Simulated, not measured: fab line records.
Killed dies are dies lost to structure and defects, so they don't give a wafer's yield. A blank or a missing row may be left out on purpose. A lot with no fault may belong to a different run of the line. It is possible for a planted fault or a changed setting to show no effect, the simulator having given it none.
One fault seen from 2 desks ; flow gf180mcu ; each desk holds nothing but its own numbers, with what lay behind them at the end

== AT THE METROLOGY DESK ==
What the gauges read for every lot (on any tool): the sampled wafers with a number, averaged. Marked OUT: a lot whose mean sits more than 4 standard deviations from the usual mean, which makes it out of limits; the brackets give that distance.
Columns: A = cd_nm at GF_M2_CD_MEAS_14, usual 279.9 nm
lot;first seen here;A
L247;day 20 04:55;280.2
L249;day 20 16:22;281.4
L251;day 21 06:37;279.8
L252;day 21 13:28;281.1
L253;day 22 01:46;278.4
L257;day 23 10:40;280.6
L261;day 24 19:46;279.4
L262;day 24 22:08;281.5
L263;day 25 11:46;279.1
L264;day 26 02:44;279.4
L265;day 26 07:09;281.0
L266;day 26 11:53;281.3
L268;day 26 19:43;278.7
L269;day 26 23:58;280.2
Finding of this desk: none of the 14 lots has anything out of limits.

== FOR THE TOOL OWNER'S DESK: litho_track-04 ==
The tool's own readings at GF_V2_DEVELOP_13 (develop time 60 s): means of the sampled wafers that have a number, for each lot that ran on this tool. Marked OUT: a lot whose mean sits more than 4 standard deviations from the usual mean, which makes it out of limits; the brackets give that distance.
Columns: A = chill_plate_temp_C at GF_V2_DEVELOP_13, usual 23.02 C
lot;first seen here;A
L251;day 22 07:43;23.03
L253;day 23 02:04;23.00
L263;day 26 10:16;22.98
L266;day 27 09:34;22.88
L268;day 27 16:16;23.09
Finding of this desk: none of the 5 lots has anything out of limits.

== TAKEN TOGETHER ==
From the metrology desk's view, nothing was out of limits.
The tool owner's desk saw nothing out of limits.

== WHAT THE SIMULATOR HAD INSERTED ==
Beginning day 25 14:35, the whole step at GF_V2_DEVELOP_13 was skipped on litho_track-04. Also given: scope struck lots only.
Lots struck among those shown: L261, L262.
